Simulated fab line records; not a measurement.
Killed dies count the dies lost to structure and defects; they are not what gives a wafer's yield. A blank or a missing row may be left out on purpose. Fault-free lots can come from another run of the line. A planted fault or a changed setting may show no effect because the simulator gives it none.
fab line records ; flow sfqLine
record lots=6; wafers=18; lastDay=87
route steps=325 shown I2@110 M3@118
lots that met no fault: from a run of the same line without faults
startH: the number of hours between the record's first day and the start of the first shown wafer of the lot ; waitH: how many hours have passed since the lot's step before this one ; " the same as in the row above ; L1.1+2: a single row standing in for several wafers ; - value missing, or start not given ; * or withheld: withheld ; < > ~ a bound
route shown NAME@n: a module of which the file shows steps, and the number in the route of the first ; usual: mean and standard deviation over wafers with no fault ; same: alike in all rows ; chamber/n: place in a boat ; sites: readings site by site ; _std_site: the values' standard deviation ; _edge_site: outer sites' mean less inner sites' ; radiusMm: how far each site lies from the wafer's centre ; mask NAME#n: copy n ; behind: the last tool/chamber to shape the wafer ; hold: reason for holding the lot/hours on hold/outcome of the hold ; device: the transistor (n, p or np) that didn't switch ; end of line: the route-end tests of the same wafers ; a step with no rows: only its recipe ; killed: not the wafer's yield, but the dies lost to structure and defects at the first sort ; map: shows each die of a wafer: x if killed, . if not, _ if none is there
set.NAME: the setting as run; set.NAME@STEP: as run at that earlier step ; model.NAME: the simulator's own value behind a step, which no gauge read
lots at selected steps of the route; one table per step, one row per wafer
services: a tool's chamber out of use, with start hour (startH, from the record's first day; less than 0 if before it), hours out, and reason
## steps
# step SFQ_TRILAYER_I2_VIA_LITHO_EXPOSE_068
# recipe maskId=I2; na=0.6; sourceShape=conventional; sigmaOuter=0.65; targetCdNm=500; doseMj=21.3
# step SFQ_TRILAYER_I2_VIA_LITHO_PEB_070
# recipe pebTempC=115; pebTimeS=60; resist=KrF
# step SFQ_TRILAYER_I2_VIA_LITHO_DEVELOP_069
# recipe timeS=60; resist=KrF
# step SFQ_I2_OVL_MEAS_918
# usual I2_OVL=-1/5.7
lot.wafer;tool;chamber;startH;waitH;I2_OVL[nm]
L660.2;overlay-02;-;917.15;0.1;-1
L660.3;overlay-02;-;917.15;0.1;-5
L660.4;overlay-02;-;917.15;0.1;0
L662.1;overlay-02;-;936.35;0.1;7
L662.3;overlay-02;-;936.35;0.1;4
L662.5;overlay-02;-;936.35;0.1;2
L666.1;overlay-02;-;966.81;0.1;-4
L666.2;overlay-02;-;966.81;0.1;-9
L666.6;overlay-02;-;966.81;0.1;-7
L673.2;overlay-01;-;1004.59;0.1;-7
L673.5;overlay-01;-;1004.59;0.1;-6
L673.6;overlay-01;-;1004.59;0.1;-7
L678.2;overlay-02;-;1056.32;0.1;-5
L678.4;overlay-02;-;1056.32;0.1;-3
L678.5;overlay-02;-;1056.32;0.1;0
L679.1;overlay-02;-;1064.71;0.1;-3
L679.3;overlay-02;-;1064.71;0.1;-1
L679.4;overlay-02;-;1064.71;0.1;-3
# step SFQ_TRILAYER_I2_VIA_BARC_OPEN_VIA_ETCH_096
# recipe maskMaterial=PR; chemistry=O2; targetDepthNm=125; target=BARC; sourceW=500; biasW=80; pressureMtorr=30; timeS=41.7
# usual drypumpMotorCurrentA=5.8/0.42; oesProductAu=0.684/0.0045
lot.wafer;tool;chamber;startH;waitH;drypumpMotorCurrentA;oesProductAu;rfHoursCounterH
L660.2;rieDiel-04;2;917.18;0.0;5.6;0.680;4
L660.3;rieDiel-04;3;917.18;0.0;5.4;0.686;9
L660.4;rieDiel-04;0;917.18;0.0;5.3;0.688;8
L662.1;rieDiel-01;1;936.38;0.0;5.9;0.684;15
L662.3;rieDiel-01;3;936.38;0.0;5.2;0.677;11
L662.5;rieDiel-01;1;936.38;0.0;5.9;0.683;-
L666.1;rieDiel-04;0;966.85;0.0;5.3;0.683;9
L666.2;rieDiel-04;1;966.85;0.0;6.0;0.689;10
L666.6;rieDiel-04;2;966.85;0.0;5.6;0.683;-
L673.2;rieDiel-03;0;1004.62;0.0;6.1;0.691;13
L673.5;rieDiel-03;1;1004.62;0.0;5.2;0.697;-
L673.6;rieDiel-03;0;1004.62;0.0;6.1;0.680;-
L678.2;rieDiel-04;0;1056.35;0.0;5.3;0.676;10
L678.4;rieDiel-04;2;1056.35;0.0;5.6;0.682;7
L678.5;rieDiel-04;3;1056.35;0.0;5.4;0.679;-
L679.1;rieDiel-03;3;1064.75;0.0;6.3;0.684;9
L679.3;rieDiel-03;1;1064.75;0.0;5.2;0.684;14
L679.4;rieDiel-03;1;1064.75;0.0;5.2;0.684;-
# step SFQ_TRILAYER_I2_VIA_ETCH_VIA_ETCH_070
# recipe target=SiO2; stopOn=Nb; maskMaterial=PR; taperDeg=20; chemistry=CHF3; targetDepthNm=260; sourceW=500; biasW=80; pressureMtorr=30; timeS=withheld
# usual drypumpMotorCurrentA=5.7/0.42; oesProductAu=0.856/0.005
lot.wafer;tool;chamber;startH;waitH;drypumpMotorCurrentA;oesProductAu
L660.2;rieDiel-04;2;917.22;0.0;5.6;0.861
L660.3;rieDiel-04;3;917.22;0.0;5.4;0.851
L660.4;rieDiel-04;0;917.22;0.0;5.3;0.858
L662.1;rieDiel-01;1;936.42;0.0;5.8;0.860
L662.3;rieDiel-01;3;936.42;0.0;5.2;0.860
L662.5;rieDiel-01;1;936.42;0.0;5.8;0.863
L666.1;rieDiel-04;0;966.89;0.0;5.3;0.865
L666.2;rieDiel-04;1;966.89;0.0;6.0;0.861
L666.6;rieDiel-04;2;966.89;0.0;5.6;0.856
L673.2;rieDiel-03;0;1004.66;0.0;6.1;0.853
L673.5;rieDiel-03;1;1004.66;0.0;5.2;0.849
L673.6;rieDiel-03;0;1004.66;0.0;6.1;0.860
L678.2;rieDiel-04;0;1056.39;0.0;5.3;0.854
L678.4;rieDiel-04;2;1056.39;0.0;5.6;0.856
L678.5;rieDiel-04;3;1056.39;0.0;5.4;0.859
L679.1;rieDiel-03;3;1064.79;0.0;6.3;0.862
L679.3;rieDiel-03;1;1064.79;0.0;5.3;0.859
L679.4;rieDiel-03;1;1064.79;0.0;5.2;0.847
# step SFQ_TRILAYER_I2_VIA_STRIP_STRIP_071
# recipe gas=O2; powerW=200; platenTempC=40; overashFraction=0.65; chemistry=O2; pressureMtorr=50
# usual drypumpMotorCurrentA=5.9/0.35; oesProductAu=1.003/0.012
lot.wafer;tool;chamber;startH;waitH;drypumpMotorCurrentA;oesProductAu;rfHoursCounterH
L660.2;rieMetal-04;0;917.34;-;5.0;1.014;38
L660.3;rieMetal-04;0;917.34;-;5.0;1.017;-
L660.4;rieMetal-04;1;917.34;-;5.8;1.000;-
L662.1;rieMetal-01;1;936.54;-;6.3;1.007;121
L662.3;rieMetal-01;1;936.54;-;6.3;1.018;-
L662.5;rieMetal-01;1;936.54;-;6.3;1.004;-
L666.1;rieMetal-01;1;967.00;-;6.2;1.018;125
L666.2;rieMetal-01;0;967.00;-;6.1;1.017;78
L666.6;rieMetal-01;0;967.00;-;6.1;1.012;-
L673.2;rieMetal-01;1;1004.77;-;6.3;1.018;130
L673.5;rieMetal-01;0;1004.77;-;6.1;1.019;-
L673.6;rieMetal-01;1;1004.77;-;6.3;1.013;-
L678.2;rieMetal-01;1;1056.50;-;6.3;1.002;137
L678.4;rieMetal-01;0;1056.50;-;6.1;1.010;-
L678.5;rieMetal-01;1;1056.50;-;6.3;0.996;-
L679.1;rieMetal-01;0;1064.90;-;6.1;1.015;91
L679.3;rieMetal-01;0;1064.90;-;6.1;1.008;-
L679.4;rieMetal-01;0;1064.90;-;6.1;1.006;-
# step SFQ_TRILAYER_I2_VIA_STRIP_SOLV_CLEAN_072
# recipe chemistry=NMP; tempC=70; timeS=600
# step SFQ_TRILAYER_M3_DEP_PRE_CLEAN_074
# recipe gas=Ar; timeS=22.5; biasV=250
# step SFQ_TRILAYER_M3_DEP_SPUTTER_073
# recipe material=Nb; basePressurePa=1.33e-06; chamberPressurePa=0.1333; substrateTempC=20; resputterCathodeVoltageV=400; targetThkNm=200; powerW=2000; timeS=133.3
# usual throttleValvePct=29.7/1.2
lot.wafer;tool;chamber;startH;waitH;throttleValvePct
L660.2;pvdSputter-04;-;918.32;0.0;31.2
L660.3;pvdSputter-04;-;918.32;0.0;32.5
L660.4;pvdSputter-04;-;918.32;0.0;29.8
L662.1;pvdSputter-04;-;937.36;0.0;32.7
L662.3;pvdSputter-04;-;937.36;0.0;29.6
L662.5;pvdSputter-04;-;937.36;0.0;32.6
L666.1;pvdSputter-06;-;967.80;0.0;29.7
L666.2;pvdSputter-06;-;967.80;0.0;30.2
L666.6;pvdSputter-06;-;967.80;0.0;26.9
L673.2;pvdSputter-03;-;1005.58;0.0;28.6
L673.5;pvdSputter-03;-;1005.58;0.0;29.9
L673.6;pvdSputter-03;-;1005.58;0.0;28.4
L678.2;pvdSputter-04;-;1057.32;0.0;29.5
L678.4;pvdSputter-04;-;1057.32;0.0;32.4
L678.5;pvdSputter-04;-;1057.32;0.0;32.3
L679.1;pvdSputter-06;-;1066.30;0.0;30.1
L679.3;pvdSputter-06;-;1066.30;0.0;27.2
L679.4;pvdSputter-06;-;1066.30;0.0;30.1
# step SFQ_M3_RS_MEAS_919
# recipe thkMeasGauge=four-point-probe; reads=Nb_of_TRILAYER_M3_DEP_SPUTTER_073
# usual M3_NB_RS=0.893/0.011
lot.wafer;tool;chamber;startH;waitH;M3_NB_RS[ohm/sq]
L660.2;filmMetro-01;-;918.43;0.1;0.888
L660.3;filmMetro-01;-;918.43;0.1;0.901
L660.4;filmMetro-01;-;918.43;0.1;0.893
L662.1;filmMetro-01;-;937.45;0.0;0.892
L662.3;filmMetro-01;-;937.45;0.0;0.888
L662.5;filmMetro-01;-;937.45;0.0;0.898
L666.1;filmMetro-01;-;967.89;0.0;0.902
L666.2;filmMetro-01;-;967.89;0.0;0.878
L666.6;filmMetro-01;-;967.89;0.0;0.873
L673.2;filmMetro-02;-;1005.69;0.1;0.907
L673.5;filmMetro-02;-;1005.69;0.1;0.889
L673.6;filmMetro-02;-;1005.69;0.1;0.900
L678.2;filmMetro-04;-;1057.43;0.1;0.888
L678.4;filmMetro-04;-;1057.43;0.1;0.895
L678.5;filmMetro-04;-;1057.43;0.1;0.895
L679.1;filmMetro-02;-;1066.39;0.0;0.878
L679.3;filmMetro-02;-;1066.39;0.0;0.892
L679.4;filmMetro-02;-;1066.39;0.0;0.883
# step SFQ_TRILAYER_M3_LITHO_COAT_080
# recipe resist=BARC; spinRpm=3000; resistThkNm=62
# usual chillPlateTempC=23.01/0.098
lot.wafer;tool;chamber;startH;waitH;chillPlateTempC;model.BARC_of_TRILAYER_M3_LITHO_COAT_080.thkNm
L660.2;lithoTrack-04;0;918.64;0.1;22.99;62.24
L660.3;lithoTrack-04;0;918.64;0.1;22.99;61.95
L660.4;lithoTrack-04;0;918.64;0.1;23.07;61.98
L662.1;lithoTrack-04;0;937.63;0.1;22.96;59.6
L662.3;lithoTrack-04;0;937.63;0.1;22.98;59.72
L662.5;lithoTrack-04;0;937.63;0.1;23.03;59.59
L666.1;lithoTrack-04;0;968.07;0.1;22.98;59.89
L666.2;lithoTrack-04;0;968.07;0.1;23.01;59.92
L666.6;lithoTrack-04;0;968.07;0.1;22.92;59.93
L673.2;lithoTrack-02;0;1005.90;0.1;23.16;62.38
L673.5;lithoTrack-02;0;1005.90;0.1;23.12;62.18
L673.6;lithoTrack-02;0;1005.90;0.1;23.04;62.43
L678.2;lithoTrack-03;0;1057.64;0.1;22.93;62.25
L678.4;lithoTrack-03;0;1057.64;0.1;23.06;62.19
L678.5;lithoTrack-03;0;1057.64;0.1;22.95;62.02
L679.1;lithoTrack-04;0;1066.57;0.1;23.00;61.81
L679.3;lithoTrack-04;0;1066.57;0.1;23.01;61.88
L679.4;lithoTrack-04;0;1066.57;0.1;22.86;61.8
# step SFQ_TRILAYER_M3_LITHO_COAT_075
# recipe resist=KrF; spinRpm=3000; resistThkNm=600
# step SFQ_TRILAYER_M3_LITHO_SOFTBAKE_079
# recipe tempC=withheld; timeS=withheld; resist=KrF
# step SFQ_TRILAYER_M3_LITHO_EXPOSE_076
# recipe maskId=M3; na=0.6; sourceShape=conventional; sigmaOuter=0.65; targetCdNm=500; doseMj=14.4
# step SFQ_TRILAYER_M3_LITHO_PEB_078
# recipe pebTempC=115; pebTimeS=60; resist=KrF
# step SFQ_TRILAYER_M3_LITHO_DEVELOP_077
# recipe timeS=60; resist=KrF
# step SFQ_M3_OVL_MEAS_921
# usual M3_OVL=-1/5.4
lot.wafer;tool;chamber;startH;waitH;M3_OVL[nm]
L660.2;overlay-01;-;1055.12;0.1;-1
L660.3;overlay-01;-;1055.12;0.1;-1
L660.4;overlay-01;-;1055.12;0.1;-3
L662.1;overlay-01;-;1075.51;0.1;-2
L662.3;overlay-01;-;1075.51;0.1;-4
L662.5;overlay-01;-;1075.51;0.1;-7
L666.1;overlay-01;-;1106.89;0.1;-6
L666.2;overlay-01;-;1106.89;0.1;-4
L666.6;overlay-01;-;1106.89;0.1;-8
L673.2;overlay-02;-;1150.23;0.1;-5
L673.5;overlay-02;-;1150.23;0.1;0
L673.6;overlay-02;-;1150.23;0.1;5
L678.2;overlay-02;-;1199.55;0.1;0
L678.4;overlay-02;-;1199.55;0.1;1
L678.5;overlay-02;-;1199.55;0.1;3
L679.1;overlay-01;-;1205.54;0.1;-6
L679.3;overlay-01;-;1205.54;0.1;-12
L679.4;overlay-01;-;1205.54;0.1;-1
# step SFQ_TRILAYER_M3_BARC_OPEN_METAL_ETCH_100
# recipe maskMaterial=PR; chemistry=O2; targetDepthNm=125; target=BARC; icpW=600; biasW=80; pressureMtorr=10; timeS=41.7
# usual drypumpMotorCurrentA=5.63/0.29; oesProductAu=0.686/0.0044
lot.wafer;tool;chamber;startH;waitH;drypumpMotorCurrentA;oesProductAu;rfHoursCounterH;model.etch.depthNm
L660.2;rieMetal-02;0;1055.15;0.0;5.64;0.682;11;62.24
L660.3;rieMetal-02;1;1055.15;0.0;5.72;0.686;-;61.95
L660.4;rieMetal-02;0;1055.15;0.0;5.65;0.681;-;61.98
L662.1;rieMetal-02;1;1075.55;0.0;5.76;0.678;70;59.6
L662.3;rieMetal-02;1;1075.55;0.0;5.76;0.676;-;59.72
L662.5;rieMetal-02;0;1075.55;0.0;5.61;0.674;-;59.59
L666.1;rieMetal-02;1;1106.93;0.0;5.74;0.674;75;59.89
L666.2;rieMetal-02;0;1106.93;0.0;5.61;0.675;18;59.92
L666.6;rieMetal-02;0;1106.93;0.0;5.64;0.675;-;59.93
L673.2;rieMetal-03;1;1150.26;0.0;5.94;0.686;17;62.38
L673.5;rieMetal-03;1;1150.26;0.0;5.94;0.694;-;62.18
L673.6;rieMetal-03;0;1150.26;0.0;5.91;0.687;-;62.43
L678.2;rieMetal-04;0;1199.58;0.0;5.03;0.685;79;62.25
L678.4;rieMetal-04;1;1199.58;0.0;5.83;0.687;-;62.19
L678.5;rieMetal-04;0;1199.58;0.0;5.00;0.685;-;62.02
L679.1;rieMetal-04;1;1205.58;0.0;5.82;0.687;24;61.81
L679.3;rieMetal-04;1;1205.58;0.0;5.80;0.692;-;61.88
L679.4;rieMetal-04;0;1205.58;0.0;5.04;0.685;-;61.8
# step SFQ_TRILAYER_M3_ETCH_METAL_ETCH_078
# recipe target=Nb; stopOn=SiO2; maskMaterial=PR; chemistry=Cl2/Ar; targetDepthNm=240; icpW=600; biasW=80; pressureMtorr=10; timeS=120
# usual drypumpMotorCurrentA=5.63/0.29; oesProductAu=0.892/0.0083
lot.wafer;tool;chamber;startH;waitH;drypumpMotorCurrentA;oesProductAu;rfHoursCounterH
L660.2;rieMetal-02;0;1055.21;0.0;5.64;0.901;11
L660.3;rieMetal-02;1;1055.21;0.0;5.73;0.894;-
L660.4;rieMetal-02;0;1055.21;0.0;5.65;0.889;-
L662.1;rieMetal-02;1;1075.61;0.0;5.74;0.896;70
L662.3;rieMetal-02;1;1075.61;0.0;5.76;0.893;-
L662.5;rieMetal-02;0;1075.61;0.0;5.64;0.892;-
L666.1;rieMetal-02;1;1106.99;0.0;5.75;0.881;75
L666.2;rieMetal-02;0;1106.99;0.0;5.66;0.900;18
L666.6;rieMetal-02;0;1106.99;0.0;5.69;0.906;-
L673.2;rieMetal-03;1;1150.31;0.0;5.94;0.875;17
L673.5;rieMetal-03;1;1150.31;0.0;5.96;0.885;-
L673.6;rieMetal-03;0;1150.31;0.0;5.95;0.888;-
L678.2;rieMetal-04;0;1199.64;0.0;5.01;0.893;79
L678.4;rieMetal-04;1;1199.64;0.0;5.85;0.894;-
L678.5;rieMetal-04;0;1199.64;0.0;5.02;0.889;-
L679.1;rieMetal-04;1;1205.64;0.0;5.82;0.905;24
L679.3;rieMetal-04;1;1205.64;0.0;5.84;0.887;-
L679.4;rieMetal-04;0;1205.64;0.0;5.05;0.896;-
## services
tool;chamber;startH;hours;kind
rieMetal-02;-;909.64;1.3;repair
rieDiel-04;0;923.34;4.5;repair
rieMetal-01;-;942.93;0.4;repair
rieDiel-03;0;949.52;1.5;repair
rieMetal-02;-;961.00;14.6;pm
rieMetal-04;0;974.09;9.8;repair
rieDiel-03;3;975.97;1.5;repair
rieDiel-04;3;988.01;1.3;repair
rieDiel-04;0;1014.73;5.4;repair
rieDiel-03;0;1023.52;5.6;repair
rieMetal-04;-;1031.07;0.6;repair
rieMetal-01;-;1039.08;1.4;pm
rieMetal-02;1;1039.39;2.0;repair
rieDiel-03;0;1049.14;31.8;repair
rieMetal-01;1;1057.13;5.2;repair
rieMetal-04;1;1064.22;2.4;repair
rieDiel-04;1;1071.73;5.2;repair
rieDiel-04;-;1076.52;2.8;pm
rieDiel-04;3;1091.59;14.1;repair
rieDiel-04;-;1094.45;0.1;repair
rieMetal-02;-;1104.41;0.8;repair
rieDiel-04;-;1152.28;28.1;pm
rieMetal-04;1;1162.59;5.6;repair
rieMetal-01;1;1178.49;1.9;repair
## key
firstSign none at tools or gauges
modelEffect step=SFQ_TRILAYER_M3_LITHO_COAT_080; value=BARC_of_TRILAYER_M3_LITHO_COAT_080.thkNm; without=62.26; struck=59.78
modelEffect step=SFQ_TRILAYER_M3_BARC_OPEN_METAL_ETCH_100; value=etch.depthNm; without=62.26; struck=59.78
metAt SFQ_TRILAYER_M3_LITHO_COAT_080
struckWafers L662.1,L662.3,L662.5,L666.1,L666.2,L666.6
onsetBetween 918.64 937.63
fault kind=processParameterDrift; tool=lithoTrack-04; chamber=-; onsetH=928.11; steps=SFQ_TRILAYER_M3_LITHO_COAT_080; channel=resistThkNm; offset=-2.4713; shape=step; endH=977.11; actsIn=theseRecipesOnly; stated=62
